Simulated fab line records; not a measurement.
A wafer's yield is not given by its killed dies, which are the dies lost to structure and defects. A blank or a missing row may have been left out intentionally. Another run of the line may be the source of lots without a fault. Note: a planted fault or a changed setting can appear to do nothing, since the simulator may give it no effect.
One fault through the eyes of 2 desks :: flow gf180mcu :: what lay behind the numbers comes last; until then each desk has only its own

== FOR THE TOOL OWNER'S DESK: implanter-01 ==
The tool's own readings at GF_NSD_IMPLANT_10, given as means over the sampled wafers that have a number, one for each lot that went through this tool. Any lot whose mean is over 4 standard deviations away from the usual mean is out of limits and marked OUT; that distance is given in the brackets.
Columns: A = beamOnS at GF_NSD_IMPLANT_10, usual 9.99 s; B = endStationPressureTorr at GF_NSD_IMPLANT_10, usual 7.3e-06 Torr; C = faradayCurrentUA at GF_NSD_IMPLANT_10, usual 2792
lot: L910
first seen here: day 13 17:50
A: 9.94
B: 7.1e-06
C: 2815

lot: L914
first seen here: day 15 00:55
A: 9.88
B: 7.5e-06
C: 2819

lot: L922
first seen here: day 18 01:38
A: 9.89
B: 7.3e-06
C: 2822

lot: L925
first seen here: day 18 22:05
A: 10.01
B: 7.2e-06
C: 2780

lot: L929
first seen here: day 20 04:46
A: 10.00
B: 7.1e-06
C: 2793

lot: L931
first seen here: day 21 00:38
A: 7.70 (-12) OUT
B: 7.4e-06
C: 3617 (+16) OUT

lot: L932
first seen here: day 21 09:31
A: 7.71 (-12) OUT
B: 7.4e-06
C: 3620 (+16) OUT
This desk's verdict: out of limits on L931, L932, starting with L931 at day 21 00:38 (beamOnS at GF_NSD_IMPLANT_10). In limits: L910, L914, L922, L925, L929.

== THE METROLOGY DESK ==
Lot by lot, what the gauges showed, no matter which tool ran the lot: averages of those sampled wafers that carry a number. Any lot whose mean is over 4 standard deviations away from the usual mean is out of limits and marked OUT; that distance is given in the brackets.
Columns: A = NSD_RS at GF_PSD_RS_MEAS_14, usual 46.25 ohm/sq
lot: L910
first seen here: day 14 15:44
A: 46.21

lot: L912
first seen here: day 15 05:51
A: 46.29

lot: L913
first seen here: day 15 14:05
A: 46.25

lot: L914
first seen here: day 15 23:18
A: 46.30

lot: L915
first seen here: day 16 08:58
A: 46.28

lot: L918
first seen here: day 17 12:34
A: 46.25

lot: L920
first seen here: day 18 04:38
A: 46.27

lot: L921
first seen here: day 18 10:01
A: 46.16

lot: L922
first seen here: day 19 02:38
A: 46.37

lot: L924
first seen here: day 19 16:08
A: 46.29

lot: L925
first seen here: day 19 23:25
A: 46.19

lot: L929
first seen here: day 21 05:01
A: 46.28

lot: L931
first seen here: day 22 00:44
A: 47.69 (+17) OUT

lot: L932
first seen here: day 22 09:41
A: 47.63 (+16) OUT
Finding of this desk: L931, L932 out of limits, first seen on L931 at day 22 00:44 (NSD_RS at GF_PSD_RS_MEAS_14). In limits: L910, L912, L913, L914, L915, L918, L920, L921, L922, L924, L925, L929.

== ALL TOGETHER ==
The tool owner's desk had the chance to raise an alarm at day 21 00:38 on L931, L932.
Metrology desk: alarm possible at day 22 00:44 on L931, L932.
On implanter-01, each named lot ran GF_NSD_IMPLANT_10.

== WHAT WAS PUT IN BY THE SIMULATOR ==
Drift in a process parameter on implanter-01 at GF_NSD_IMPLANT_10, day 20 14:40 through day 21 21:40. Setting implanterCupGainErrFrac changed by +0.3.
Shown lots that were struck: L931, L932.
Time in hours from fault onset to the first out-of-limits reading at each desk: tool owner's desk 10, metrology desk 34.
